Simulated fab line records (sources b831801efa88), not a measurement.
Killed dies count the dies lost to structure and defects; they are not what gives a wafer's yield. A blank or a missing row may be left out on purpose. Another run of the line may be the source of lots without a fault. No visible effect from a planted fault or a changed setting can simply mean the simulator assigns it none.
fab line records ; flow sky130
record: lots: 6; wafers: 18; last_day: 50
route steps=708 shown METAL5@668 PASSIVATION@681 PAD_OPEN@694
lots that met no fault: taken from a fault-free run of the same line
start_h: the number of hours between the record's first day and the start of the first shown wafer of the lot ; wait_h: hours since the lot's step before ; " as in the row above ; L1.1+2: a row that stands for several wafers ; - value missing, or start not given ; * or withheld: withheld ; < > ~ a bound
route shown NAME@n: names a module that has steps shown in the file, with the first one's number in the route ; usual: mean/standard deviation of fault-free wafers ; same: alike in all rows ; chamber/n: place in a boat ; sites: each site's reading ; _std_site: how widely they spread, as a standard deviation ; _edge_site: inner sites' mean taken away from outer sites' mean ; radius_mm: how far each site lies from the wafer's centre ; mask NAME#n: copy n ; behind: the tool/chamber that last shaped the wafer ; hold: the reason the lot was held/the length of the hold in hours/how it ended ; device: whichever transistor did not switch (one of n, p or np) ; end of line: the route-end tests of the same wafers ; a step with no rows: only its recipe ; killed: the dies lost at the first sort to structure and to defects; this is not the yield of the wafer ; map: a wafer's dies, x killed, . not, _ none there
set.NAME: the setting as run; set.NAME@STEP: as run at that earlier step ; model.NAME: the simulator's own value behind a step, which no gauge read
lots at some steps of the route; a table a step, a row a wafer
services: from which hour (start_h, from the record's first day; less than 0 if before it) a tool's chamber was out of use, for how many hours, and why
== steps ==
step: SKY_METAL5_DEHYDRATE_07
recipe: temp_c: 200; time_s: 60
step: SKY_METAL5_HMDS_08
recipe: prime_time_s: 60; prime_temp_c: 120
step: SKY_METAL5_COAT_09
recipe: resist: NOVOLAK; spin_rpm: 3000; resist_thk_nm: 1800
step: SKY_METAL5_SOFTBAKE_10
recipe: temp_c: 90; time_s: 60; resist: NOVOLAK
step: SKY_METAL5_EXPOSE_11
recipe: mask_id: MM5; na: 0.6; source_shape: conventional; sigma_outer: 0.6; polarization: unpolarized; target_cd_nm: 1600; dose_mj: 190
step: SKY_METAL5_PEB_12
recipe: temp_c: withheld; time_s: *; resist: NOVOLAK
step: SKY_METAL5_DEVELOP_13
recipe: resist: NOVOLAK; developer: TMAH; develop_time_s: 60; dev_temp_c: 23
step: SKY_METAL5_DESCUM_14
recipe: chemistry: O2; source_power_w: 150; bias_power_w: 0; pressure_mtorr: 10; temp_c: 40; time_s: 11
usual: drypump_motor_current_A: 5.5/0.44; oes_product_au: 1.007/0.0073
lot.wafer;tool;chamber;start_h;wait_h;drypump_motor_current_A;oes_product_au;rf_hours_counter_h
L826.2;rie_metal-02;1;1064.90;0.1;5.7;1.015;-
L826.3;rie_metal-02;1;1064.90;0.1;5.7;1.009;-
L826.4;rie_metal-02;1;1064.90;0.1;5.7;1.019;-
L830.1;rie_metal-02;0;1093.04;0.1;6.1;1.003;19
L830.2;rie_metal-02;1;1093.04;0.1;5.7;1.013;7
L830.3;rie_metal-02;0;1093.04;0.1;6.2;1.006;-
L829.3;rie_metal-01;1;1093.70;0.1;5.1;1.011;-
L829.5;rie_metal-01;0;1093.70;0.1;5.5;1.000;-
L829.6;rie_metal-01;1;1093.70;0.1;5.1;1.007;-
L833.1;rie_metal-02;0;1132.50;0.1;6.2;1.006;22
L833.2;rie_metal-02;1;1132.50;0.1;5.7;1.012;10
L833.4;rie_metal-02;0;1132.50;0.1;6.1;0.993;-
L836.3;rie_metal-02;1;1137.94;0.1;5.7;1.012;-
L836.5;rie_metal-02;0;1137.94;0.1;6.2;1.000;-
L836.6;rie_metal-02;1;1137.94;0.1;5.7;1.006;-
L843.1;rie_metal-01;1;1170.90;0.1;5.1;1.006;28
L843.2;rie_metal-01;0;1170.90;0.1;5.5;1.008;10
L843.4;rie_metal-01;0;1170.90;0.1;5.5;1.003;-
step: SKY_METAL5_METAL_ETCH_15
recipe: target_depth_a: 12600; stop_on: SiO2; over_etch_frac: 0.2; time_s: 252; chemistry: Cl2/BCl3; resist_sidewall_deg: 86; pressure_mtorr: 10; icp_w: 887.5; bias_w: 48.5; Cl2_flow_sccm: 60; bcl3_flow_sccm: 30
usual: drypump_motor_current_A: 5.5/0.44; oes_product_au: 0.894/0.0053; throttle_valve_pct: 22.265/0.0096
lot.wafer;tool;chamber;start_h;wait_h;drypump_motor_current_A;oes_product_au;rf_hours_counter_h;throttle_valve_pct
L826.2;rie_metal-02;1;1065.04;0.1;5.7;0.898;-;22.243
L826.3;rie_metal-02;1;1065.04;0.1;5.7;0.895;-;22.258
L826.4;rie_metal-02;1;1065.04;0.1;5.7;0.892;-;22.251
L830.1;rie_metal-02;0;1093.08;0.0;6.2;0.891;19;22.262
L830.2;rie_metal-02;1;1093.08;0.0;5.7;0.891;7;22.266
L830.3;rie_metal-02;0;1093.08;0.0;6.2;0.892;-;22.261
L829.3;rie_metal-01;1;1093.80;0.1;5.1;0.890;-;22.261
L829.5;rie_metal-01;0;1093.80;0.1;5.5;0.904;-;22.276
L829.6;rie_metal-01;1;1093.80;0.1;5.1;0.895;-;22.258
L833.1;rie_metal-02;0;1132.53;0.0;6.2;0.887;22;22.259
L833.2;rie_metal-02;1;1132.53;0.0;5.7;0.898;10;22.274
L833.4;rie_metal-02;0;1132.53;0.0;6.1;0.901;-;22.263
L836.3;rie_metal-02;1;1138.04;0.1;5.7;0.890;-;22.270
L836.5;rie_metal-02;0;1138.04;0.1;6.2;0.891;-;22.252
L836.6;rie_metal-02;1;1138.04;0.1;5.7;0.895;-;22.274
L843.1;rie_metal-01;1;1170.93;0.0;5.1;0.890;28;22.264
L843.2;rie_metal-01;0;1170.93;0.0;5.5;0.889;10;22.251
L843.4;rie_metal-01;0;1170.93;0.0;5.5;0.895;-;22.264
step: SKY_METAL5_STRIP_16
recipe: chemistry: O2/N2; power_w: 1400; pressure_mtorr: 1500; platen_temp_c: withheld; o2_flow_sccm: 3000; n2_flow_sccm: 300; overash_fraction: 0.5
usual: drypump_motor_current_A: 5.6/0.33; oes_product_au: 0.711/0.0047; strip_time_to_endpoint_s: 13.08/0.099
lot.wafer;tool;chamber;start_h;wait_h;drypump_motor_current_A;oes_product_au;rf_hours_counter_h;strip_time_to_endpoint_s
L826.2;plasma_asher-03;1;1065.43;0.3;5.9;0.708;63;12.98
L826.3;plasma_asher-03;0;1065.43;0.3;6.0;0.705;-;12.82
L826.4;plasma_asher-03;1;1065.43;0.3;6.0;0.718;-;12.95
L830.1;plasma_asher-04;0;1093.31;0.2;5.3;0.714;1;13.11
L830.2;plasma_asher-04;1;1093.31;0.2;5.0;0.702;1;12.86
L830.3;plasma_asher-04;1;1093.31;0.2;5.0;0.706;-;13.06
L829.3;plasma_asher-03;1;1093.99;0.1;6.0;0.707;-;13.00
L829.5;plasma_asher-03;1;1093.99;0.1;5.9;0.709;-;13.03
L829.6;plasma_asher-03;0;1093.99;0.1;6.0;0.709;-;13.03
L833.1;plasma_asher-03;0;1132.77;0.2;6.0;0.721;70;13.11
L833.2;plasma_asher-03;1;1132.77;0.2;5.9;0.710;70;12.95
L833.4;plasma_asher-03;0;1132.77;0.2;6.0;0.721;-;13.10
L836.3;plasma_asher-02;1;1138.23;0.1;5.5;0.710;-;13.09
L836.5;plasma_asher-02;0;1138.23;0.1;5.6;0.707;-;13.12
L836.6;plasma_asher-02;1;1138.23;0.1;5.5;0.714;-;13.10
L843.1;plasma_asher-02;1;1171.17;0.2;5.5;0.710;42;13.12
L843.2;plasma_asher-02;0;1171.17;0.2;5.7;0.710;42;13.09
L843.4;plasma_asher-02;0;1171.17;0.2;5.6;0.718;-;13.09
step: SKY_METAL5_STRIP_17
recipe: chemistry: post_etch_residue_remover; time_s: 1200; temp_c: 72.5
step: SKY_METAL5_CLEAN_18
recipe: chemistry: IPA; time_s: 180; temp_c: 25
step: SKY_METAL5_CLEAN_19
recipe: chemistry: O3/DIW; dry: n2_spin
lot.wafer;tool;chamber;start_h;wait_h
L826.2+3+4;wet_bench-04;1;1065.96;0.0
L830.1+2+3;wet_bench-03;0;1093.96;0.1
L829.3+5+6;wet_bench-02;0;1094.51;0.0
L833.1+2+4;wet_bench-02;3;1133.27;0.0
L836.3+5+6;wet_bench-02;2;1138.70;0.0
L843.1+2+4;wet_bench-03;2;1171.67;0.0
step: SKY_PASSIVATION_CVD_00
recipe: material: SiO2; target_thk_nm: 90; temp_c: 400; time_s: withheld; rf_w: 600
step: SKY_PASSIVATION_THK_MEAS_01
recipe: reads: SiO2_of_PASSIVATION_CVD_00
usual: PASSIVATION_CVD_00_THK: 90.5/1.1
lot.wafer;tool;chamber;start_h;wait_h;PASSIVATION_CVD_00_THK[nm]
L826.2;film_metro-04;-;1066.09;-;90.4
L826.3;film_metro-04;-;1066.09;-;91.4
L826.4;film_metro-04;-;1066.09;-;92.4
L830.1;film_metro-04;-;1094.07;-;89.6
L830.2;film_metro-04;-;1094.07;-;88.6
L830.3;film_metro-04;-;1094.07;-;91.0
L829.3;film_metro-02;-;1094.64;-;89.9
L829.5;film_metro-02;-;1094.64;-;90.7
L829.6;film_metro-02;-;1094.64;-;90.4
L833.1;film_metro-02;-;1133.38;-;90.7
L833.2;film_metro-02;-;1133.38;-;89.0
L833.4;film_metro-02;-;1133.38;-;92.7
L836.3;film_metro-01;-;1138.84;-;91.0
L836.5;film_metro-01;-;1138.84;-;90.4
L836.6;film_metro-01;-;1138.84;-;91.4
L843.1;film_metro-01;-;1171.78;-;90.3
L843.2;film_metro-01;-;1171.78;-;89.9
L843.4;film_metro-01;-;1171.78;-;91.3
step: SKY_PASSIVATION_CVD_02
recipe: material: Si3N4; target_thk_nm: 540; temp_c: 400; time_s: withheld; rf_w: 450
usual: heater_power_w: 707/110
lot.wafer;tool;chamber;start_h;wait_h;heater_power_w
L826.2;pecvd-02;2;1066.14;0.0;662
L826.3;pecvd-02;1;1066.14;0.0;754
L826.4;pecvd-02;0;1066.14;0.0;806
L830.1;pecvd-01;0;1094.13;0.1;815
L830.2;pecvd-01;1;1094.13;0.1;716
L830.3;pecvd-01;2;1094.13;0.1;671
L829.3;pecvd-02;0;1094.68;0.0;721
L829.5;pecvd-02;1;1094.68;0.0;771
L829.6;pecvd-02;2;1094.68;0.0;682
L833.1;pecvd-01;2;1133.44;0.1;652
L833.2;pecvd-01;0;1133.44;0.1;968
L833.4;pecvd-01;1;1133.44;0.1;663
L836.3;pecvd-02;2;1138.88;0.0;666
L836.5;pecvd-02;0;1138.88;0.0;689
L836.6;pecvd-02;2;1138.88;0.0;544
L843.1;pecvd-04;1;1171.84;0.1;654
L843.2;pecvd-04;0;1171.84;0.1;551
L843.4;pecvd-04;1;1171.84;0.1;685
step: SKY_PASSIVATION_THK_MEAS_03
recipe: reads: Si3N4_of_PASSIVATION_CVD_02
usual: PASSIVATION_CVD_02_THK: 540/6.9
lot.wafer;tool;chamber;start_h;wait_h;PASSIVATION_CVD_02_THK[nm]
L826.2;film_metro-01;-;1066.38;-;528
L826.3;film_metro-01;-;1066.38;-;530
L826.4;film_metro-01;-;1066.38;-;536
L830.1;film_metro-02;-;1094.48;-;532
L830.2;film_metro-02;-;1094.48;-;533
L830.3;film_metro-02;-;1094.48;-;528
L829.3;film_metro-04;-;1094.93;-;541
L829.5;film_metro-04;-;1094.93;-;546
L829.6;film_metro-04;-;1094.93;-;540
L833.1;film_metro-04;-;1133.66;-;542
L833.2;film_metro-04;-;1133.66;-;539
L833.4;film_metro-04;-;1133.66;-;561
L836.3;film_metro-01;-;1139.13;-;536
L836.5;film_metro-01;-;1139.13;-;540
L836.6;film_metro-01;-;1139.13;-;545
L843.1;film_metro-01;-;1172.18;-;530
L843.2;film_metro-01;-;1172.18;-;531
L843.4;film_metro-01;-;1172.18;-;540
step: SKY_PASSIVATION_DEHYDRATE_04
recipe: temp_c: 200; time_s: 60
step: SKY_PASSIVATION_HMDS_05
recipe: prime_time_s: 60; prime_temp_c: 120
step: SKY_PASSIVATION_COAT_06
recipe: spin_rpm: 2000; resist_thk_nm: 3000
step: SKY_PASSIVATION_SOFTBAKE_07
recipe: temp_c: 110; time_s: withheld
step: SKY_PASSIVATION_EXPOSE_08
recipe: mask_id: NSM; target_cd_nm: 3000; na: 0.57; dose_mj: 260
step: SKY_PASSIVATION_PEB_09
recipe: temp_c: 115; time_s: withheld
step: SKY_PASSIVATION_DEVELOP_10
recipe: develop_time_s: 60; dev_temp_c: 23
step: SKY_PASSIVATION_ETCH_11
recipe: chemistry: CF4/O2; target_depth_nm: 725; stop_on: AlCu; source_w: 800; bias_w: 150; pressure_mtorr: 150; cf4_flow_sccm: 80; O2_flow_sccm: 10; time_s: 161.1
step: SKY_PASSIVATION_STRIP_12
recipe: chemistry: O2/N2; power_w: 1400; pressure_mtorr: 1500; platen_temp_c: withheld; overash_fraction: 0.7; o2_flow_sccm: 3000; n2_flow_sccm: 300
usual: drypump_motor_current_A: 5.68/0.23; oes_product_au: 0.661/0.0046; strip_time_to_endpoint_s: 31.43/0.12
lot.wafer;tool;chamber;start_h;wait_h;drypump_motor_current_A;oes_product_au;rf_hours_counter_h;strip_time_to_endpoint_s
L826.2;plasma_asher-02;1;1087.64;0.1;5.48;0.655;35;31.41
L826.3;plasma_asher-02;0;1087.64;0.1;5.61;0.670;-;31.35
L826.4;plasma_asher-02;1;1087.64;0.1;5.47;0.669;-;31.41
L830.1;plasma_asher-01;0;1114.60;0.1;5.42;0.662;102;31.31
L830.2;plasma_asher-01;1;1114.60;0.1;5.48;0.661;102;31.19
L830.3;plasma_asher-01;0;1114.60;0.1;5.44;0.675;-;31.32
L829.3;plasma_asher-03;1;1115.07;0.1;5.92;0.663;-;31.49
L829.5;plasma_asher-03;0;1115.07;0.1;5.97;0.666;-;31.58
L829.6;plasma_asher-03;1;1115.07;0.1;5.92;0.664;-;31.54
L833.1;plasma_asher-01;0;1152.49;0.1;5.47;0.660;105;31.45
L833.2;plasma_asher-01;1;1152.49;0.1;5.48;0.666;105;31.56
L833.4;plasma_asher-01;1;1152.49;0.1;5.46;0.664;-;31.36
L836.3;plasma_asher-01;0;1157.49;0.1;5.45;0.662;-;31.45
L836.5;plasma_asher-01;1;1157.49;0.1;5.48;0.653;-;31.32
L836.6;plasma_asher-01;0;1157.49;0.1;5.44;0.659;-;31.44
L843.1;plasma_asher-03;1;1189.99;0.1;5.94;0.659;76;31.35
L843.2;plasma_asher-03;0;1189.99;0.1;5.99;0.667;76;31.32
L843.4;plasma_asher-03;0;1189.99;0.1;5.98;0.661;-;31.34
step: SKY_PAD_OPEN_DEHYDRATE_00
recipe: temp_c: 200; time_s: 60
step: SKY_PAD_OPEN_HMDS_01
recipe: prime_time_s: 60; prime_temp_c: 120
step: SKY_PAD_OPEN_COAT_02
recipe: spin_rpm: 2000; resist_thk_nm: 3000
step: SKY_PAD_OPEN_SOFTBAKE_03
recipe: temp_c: 110; time_s: withheld
step: SKY_PAD_OPEN_EXPOSE_04
recipe: mask_id: PDM; target_cd_nm: 60000; na: 0.57; dose_mj: 260
step: SKY_PAD_OPEN_PEB_05
recipe: temp_c: 115; time_s: withheld
step: SKY_PAD_OPEN_DEVELOP_06
recipe: develop_time_s: 60; dev_temp_c: 23
step: SKY_PAD_OPEN_ETCH_07
recipe: chemistry: CF4/O2; target_depth_nm: 725; stop_on: AlCu; source_w: 800; bias_w: 150; pressure_mtorr: 150; cf4_flow_sccm: 80; O2_flow_sccm: 10; time_s: 168.2
step: SKY_PAD_OPEN_STRIP_08
recipe: chemistry: O2/N2; power_w: 1400; pressure_mtorr: 1500; platen_temp_c: withheld; overash_fraction: 0.7; o2_flow_sccm: 3000; n2_flow_sccm: 300
step: SKY_PAD_OPEN_STRIP_09
recipe: chemistry: post_etch_residue_remover; time_s: 1200; temp_c: 72.5
step: SKY_PAD_OPEN_CLEAN_10
recipe: chemistry: IPA; time_s: 180; temp_c: 25
step: SKY_PAD_OPEN_CLEAN_11
recipe: chemistry: O3/DIW; dry: n2_spin
step: SKY_PAD_OPEN_ANNEAL_12
recipe: temp_c: 400; time_s: withheld; ambient: N2/H2; idle_temp_c: 300; ramp_up_c_per_min: 8; ramp_down_c_per_min: 4
step: SKY_PAD_OPEN_BOW_MEAS_13
recipe: mode: bow
usual: PAD_OPEN_BOW: 44/9.6
lot.wafer;tool;chamber;start_h;wait_h;PAD_OPEN_BOW[um]
L826.2;film_metro-03;-;1109.81;-;47
L826.3;film_metro-03;-;1109.81;-;47
L826.4;film_metro-03;-;1109.81;-;54
L830.1;film_metro-03;-;1136.19;-;40
L830.2;film_metro-03;-;1136.19;-;46
L830.3;film_metro-03;-;1136.19;-;38
L829.3;film_metro-03;-;1136.58;-;59
L829.5;film_metro-03;-;1136.58;-;65
L829.6;film_metro-03;-;1136.58;-;58
L833.1;film_metro-04;-;1172.75;-;53
L833.2;film_metro-04;-;1172.75;-;55
L833.4;film_metro-04;-;1172.75;-;57
L836.3;film_metro-03;-;1177.20;-;51
L836.5;film_metro-03;-;1177.20;-;33
L836.6;film_metro-03;-;1177.20;-;40
L843.1;film_metro-04;-;1207.30;-;47
L843.2;film_metro-04;-;1207.30;-;26
L843.4;film_metro-04;-;1207.30;-;37
step: SKY_PAD_OPEN_PROBE_99
usual: defect_limited_yield: 82.9/1.7; killed_at_M0_to_M3: 42/6.7; killed_at_M4_up: 3.4/2; killed_at_contacts: 24/5.1; killed_at_front_end: 14/4.2; killed_at_other: 0.2/0.49; killed_dies: 84/8.4; killed_open: 46/7; killed_short: 39/5.8; sort_bin_3_pad_short: 0.8/0.42; sort_bin_5_function: 10.2/1.3; sort_bin_6_memory: 6.1/1; sort_n_pass: 408/8.4; sort_yield_pct: 82.9/1.7
same: gross_dies: 492; killed_at_back_side: 0; sort_bin_4_leakage[%]: 0; sort_bin_8_speed[%]: 0
lot.wafer;tool;chamber;start_h;wait_h;defect_limited_yield[%];killed_at_M0_to_M3;killed_at_M4_up;killed_at_contacts;killed_at_front_end;killed_at_other;killed_dies;killed_open;killed_short;sort_bin_3_pad_short[%];sort_bin_5_function[%];sort_bin_6_memory[%];sort_n_pass;sort_yield_pct[%];model.etest.tester.sort_n_pass;model.etest.tester.sort_yield_pct;model.etest.tester.sort_bin_5_pct;model.etest.tester.sort_bin_3_pct
L826.2;prober-01;-;1109.96;0.1;82.7;34;1;38;12;0;85;41;44;1.4;11.2;4.7;407;82.7;407;82.72;11.18;1.423
L826.3;prober-01;-;1110.01;0.2;79.5;53;2;25;21;0;101;50;51;0.2;12.8;7.5;391;79.5;391;79.47;12.8;0.2033
L826.4;prober-01;-;1110.06;0.2;81.1;44;1;31;17;0;93;60;33;0.8;12.8;5.3;399;81.1;399;81.1;12.8;0.813
L830.1;prober-02;-;1136.31;0.1;84.3;35;6;14;22;0;77;42;35;0.6;9.8;5.3;415;84.3;415;84.35;9.756;0.6098
L830.2;prober-02;-;1136.36;0.1;82.7;42;5;24;14;0;85;40;45;1.2;10.2;5.9;407;82.7;407;82.72;10.16;1.22
L830.3;prober-02;-;1136.41;0.2;86.6;33;2;20;10;1;66;34;32;0.4;8.7;4.3;426;86.6;426;86.59;8.74;0.4065
L829.3;prober-01;-;1136.76;0.2;83.7;38;5;26;11;0;80;45;35;0.6;9.8;5.9;412;83.7;412;83.74;9.756;0.6098
L829.5;prober-01;-;1136.86;0.2;83.3;38;5;26;12;1;82;43;39;0.2;10.0;6.5;410;83.3;410;83.33;9.959;0.2033
L829.6;prober-01;-;1136.91;0.2;84.1;31;5;28;14;0;78;43;35;1.2;9.3;5.3;414;84.1;414;84.15;9.35;1.22
L833.1;prober-01;-;1172.87;0.1;74.2;29;66;16;16;0;127;30;34;3.7;15.9;6.3;365;74.2;365;74.19;15.85;3.659
L833.2;prober-01;-;1172.92;0.1;68.9;46;66;32;9;0;153;54;34;4.9;16.9;9.3;339;68.9;339;68.9;16.87;4.878
L833.4;prober-01;-;1173.02;0.2;72.0;36;66;24;11;1;138;46;30;4.1;17.5;6.5;354;72.0;354;71.95;17.48;4.065
L836.3;prober-01;-;1177.38;0.2;75.6;49;46;16;9;0;120;41;38;3.0;15.0;6.3;372;75.6;372;75.61;15.04;3.049
L836.5;prober-01;-;1177.48;0.2;77.4;41;40;18;12;0;111;48;26;2.4;15.0;5.1;381;77.4;381;77.44;15.04;2.439
L836.6;prober-01;-;1177.53;0.2;76.8;38;39;22;15;0;114;41;37;3.0;14.6;5.5;378;76.8;378;76.83;14.63;3.049
L843.1;prober-01;-;1207.42;0.1;82.5;40;9;25;12;0;86;40;46;1.8;9.6;6.1;406;82.5;406;82.52;9.553;1.829
L843.2;prober-01;-;1207.47;0.1;80.1;53;2;29;14;0;98;55;43;0.6;13.0;6.3;394;80.1;394;80.08;13.01;0.6098
L843.4;prober-01;-;1207.57;0.2;83.5;45;2;23;11;0;81;50;31;0.4;10.2;5.9;411;83.5;411;83.54;10.16;0.4065
killed by level:class
L826.2 CONTACT:geometric_particle:short=12 LI_CONTACT:geometric_particle:open=9 CONTACT:geometric_particle:open=9 VIA3:geometric_particle:open=6 VIA1:geometric_particle:short=5 METAL3:geometric_particle:short=5 FIELD_ISO:geometric_particle:open=4 METAL1:geometric_particle:short=4
L826.3 VIA1:geometric_particle:open=9 VIA2:geometric_particle:open=8 CONTACT:geometric_particle:short=7 METAL1:geometric_particle:short=7 VIA2:geometric_particle:short=6 CONTACT:geometric_particle:open=6 POLY_GATE:geometric_particle:open=5 LI_CONTACT:geometric_particle:open=5
L826.4 CONTACT:geometric_particle:open=17 VIA1:geometric_particle:open=9 VIA2:geometric_particle:open=9 METAL3:geometric_particle:short=8 LI_CONTACT:geometric_particle:open=6 VIA3:geometric_particle:short=6 FIELD_ISO:geometric_particle:short=5 FIELD_ISO:geometric_particle:open=5
L830.1 FIELD_ISO:geometric_particle:open=10 VIA1:geometric_particle:open=6 FIELD_ISO:geometric_particle:short=5 VIA1:geometric_particle:short=5 VIA3:geometric_particle:open=5 METAL4:geometric_particle:short=5 LI_CONTACT:geometric_particle:open=4 CONTACT:geometric_particle:open=4
L830.2 VIA3:geometric_particle:open=7 FIELD_ISO:geometric_particle:short=6 LI_CONTACT:geometric_particle:open=6 VIA1:geometric_particle:open=6 LI_CONTACT:geometric_particle:short=5 CONTACT:geometric_particle:open=5 METAL1:geometric_particle:short=5 VIA2:geometric_particle:open=4
L830.3 CONTACT:geometric_particle:open=9 METAL2:geometric_particle:short=8 METAL1:geometric_particle:short=6 VIA1:geometric_particle:open=6 VIA2:geometric_particle:open=4 FIELD_ISO:geometric_particle:short=3 LI_CONTACT:geometric_particle:open=3 LOCAL_INTERCONNECT:geometric_particle:short=3
L829.3 CONTACT:geometric_particle:open=13 VIA3:geometric_particle:open=10 VIA1:geometric_particle:open=7 CONTACT:geometric_particle:short=6 VIA1:geometric_particle:short=6 LI_CONTACT:geometric_particle:open=5 FIELD_ISO:geometric_particle:open=4 FIELD_ISO:geometric_particle:short=3
L829.5 CONTACT:geometric_particle:open=9 LI_CONTACT:geometric_particle:open=8 VIA1:geometric_particle:open=8 METAL1:geometric_particle:short=6 LOCAL_INTERCONNECT:geometric_particle:short=5 VIA3:geometric_particle:open=5 METAL2:geometric_particle:short=5 METAL3:geometric_particle:short=4
L829.6 LI_CONTACT:geometric_particle:open=13 VIA1:geometric_particle:open=8 POLY_GATE:geometric_particle:short=6 CONTACT:geometric_particle:open=6 CONTACT:geometric_particle:short=5 METAL1:geometric_particle:short=4 VIA2:geometric_particle:short=4 VIA3:geometric_particle:open=4
L833.1 METAL5:unspecified=63 VIA3:geometric_particle:open=6 LOCAL_INTERCONNECT:geometric_particle:short=6 VIA1:geometric_particle:open=6 SPACER:geometric_particle:short=4 LI_CONTACT:geometric_particle:open=4 FIELD_ISO:geometric_particle:short=3 SONOS_ONO:geometric_particle:short=3
L833.2 METAL5:unspecified=65 VIA1:geometric_particle:open=13 CONTACT:geometric_particle:open=12 LI_CONTACT:geometric_particle:open=10 VIA2:geometric_particle:open=7 LOCAL_INTERCONNECT:geometric_particle:short=6 METAL1:geometric_particle:short=6 METAL2:geometric_particle:short=4
L833.4 METAL5:unspecified=62 VIA3:geometric_particle:open=9 VIA1:geometric_particle:open=9 CONTACT:geometric_particle:open=7 CONTACT:geometric_particle:short=6 LI_CONTACT:geometric_particle:open=5 LI_CONTACT:geometric_particle:short=4 VIA2:geometric_particle:open=4
L836.3 METAL5:unspecified=41 VIA3:geometric_particle:open=11 CONTACT:geometric_particle:open=9 VIA2:geometric_particle:short=7 VIA2:geometric_particle:open=6 METAL3:geometric_particle:short=5 VIA3:geometric_particle:short=5 VIA1:geometric_particle:open=4
L836.5 METAL5:unspecified=37 VIA1:geometric_particle:open=12 LI_CONTACT:geometric_particle:open=9 CONTACT:geometric_particle:open=8 VIA3:geometric_particle:open=6 POLY_GATE:geometric_particle:open=4 METAL1:geometric_particle:short=4 VIA1:geometric_particle:short=4
L836.6 METAL5:unspecified=36 VIA1:geometric_particle:open=8 LI_CONTACT:geometric_particle:short=7 VIA2:geometric_particle:open=7 POLY_GATE:geometric_particle:open=5 VIA3:geometric_particle:open=5 METAL1:geometric_particle:short=5 FIELD_ISO:geometric_particle:open=4
L843.1 METAL4:geometric_particle:short=9 LI_CONTACT:geometric_particle:open=8 CONTACT:geometric_particle:short=8 METAL2:geometric_particle:short=8 CONTACT:geometric_particle:open=6 METAL1:geometric_particle:open=6 METAL1:geometric_particle:short=4 VIA1:geometric_particle:open=4
L843.2 VIA1:geometric_particle:open=12 CONTACT:geometric_particle:open=10 LI_CONTACT:geometric_particle:open=8 METAL1:geometric_particle:short=7 VIA3:geometric_particle:open=7 POLY_GATE:geometric_particle:short=5 CONTACT:geometric_particle:short=5 METAL2:geometric_particle:short=5
L843.4 VIA1:geometric_particle:open=13 CONTACT:geometric_particle:open=10 LI_CONTACT:geometric_particle:open=7 VIA1:geometric_particle:short=5 VIA2:geometric_particle:open=5 FIELD_ISO:geometric_particle:open=4 VIA3:geometric_particle:open=4 METAL1:geometric_particle:short=4
map L833.2 (x killed, . not)
__________...xxxx.xx_________
________.x.xxxxxxxxx.x_______
______...xxxxxxxxxxx.x.._____
_____...x..xxxxxxxxxxx...____
____..xx.x.xxxxxxxxx....xx___
___......xxxxxxxxxxx..x....__
__..........xxxxxxxxxx......_
_..x.x.....x.x.xxxx..........
_..xx.xx.x....xxx.xx.x...x...
_x...x..xx...x...x.....x.....
_.x.x...x....x....xx........x
_....x................xxx....
_...x.x.........x..x...x...x.
_.x......x...x..x.....xx.....
_.x.........x....xx...x......
__..................x......._
___.....x.........x.....x..__
____.xx.........x..x.xxx..___
_____xx.......x...x......____
______............xx...._____
________........x....._______
__________..x...xx.._________
map L836.3 (x killed, . not)
__________xxxxxxxxxx_________
________.xxxxxxxxxxx.._______
______..x.xxxxxxxxxx.x.._____
_____....xxxxxxxxxx....x.____
____.x.......x.x.....xxx..___
___.......x.......x.......x__
__..x....................x.x_
_...........x.........x......
_....x.x..x.....xxx....x....x
_.............x..........xx..
_.xx.........................
_x......xxxx......x..x...x.x.
_....xx...x.xx...x....x.x....
_x.xx..x............x...x..x.
_...........xx.........x.....
__............x....x..x.x..._
___.............xx..x...x.x__
____..x.......x..........x___
_____.........xx.........____
______...........x...x.._____
________......x....xx._______
__________x.......xx_________
== services ==
tool;chamber;start_h;hours;kind
pecvd-02;2;1041.34;4.2;repair
plasma_asher-01;-;1042.88;1.3;repair
plasma_asher-04;-;1048.79;21.2;repair
pecvd-04;2;1053.90;4.3;repair
wet_bench-02;-;1056.96;0.8;repair
rie_metal-02;0;1058.78;15.6;repair
plasma_asher-04;-;1070.01;9.0;pm
plasma_asher-04;0;1070.01;9.0;vent_cycle
plasma_asher-04;1;1070.01;9.0;vent_cycle
pecvd-02;0;1077.38;6.0;repair
plasma_asher-04;0;1079.01;-;clean
plasma_asher-04;1;1079.01;-;clean
pecvd-01;-;1079.93;1.2;repair
rie_metal-01;1;1099.84;1.6;repair
pecvd-01;2;1119.04;2.2;repair
pecvd-02;0;1135.61;2.1;scheduled_down
pecvd-02;-;1137.37;0.4;repair
pecvd-01;1;1146.51;2.1;scheduled_down
plasma_asher-02;-;1146.85;10.7;repair
wet_bench-04;-;1158.81;4.4;pm
pecvd-01;0;1180.62;-;clean
pecvd-01;0;1180.62;-;consumable_replace:showerhead
pecvd-01;-;1181.45;5.5;pm
pecvd-02;2;1182.59;11.1;repair
== key ==
first_sign: step: SKY_PAD_OPEN_PROBE_99; reading: killed_at_M4_up; direction: up; sigmas: 25; usual: 3.4; struck: 53.8
effect: step: SKY_PAD_OPEN_PROBE_99; reading: sort_bin_3_pad_short; direction: up; sigmas: 6.4; usual: 0.8; struck: 3.5
model_effect: step: SKY_PAD_OPEN_PROBE_99; value: etest.tester.sort_n_pass; without: 407.8; struck: 364.8
met_at SKY_METAL5_CLEAN_19
struck_wafers L833.1,L833.2,L833.4,L836.3,L836.5,L836.6
onset_between 1094.51 1133.27
also_fits SKY_METAL5_DESCUM_14:rie_metal-02,SKY_METAL5_METAL_ETCH_15:rie_metal-02,SKY_PASSIVATION_STRIP_12:plasma_asher-01
fault: kind: chamber_particle_source; tool: wet_bench-02; chamber: -; onset_h: 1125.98; steps: SKY_METAL5_CLEAN_19; rate_per_visit_cm2: 1.5964; end_h: 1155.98
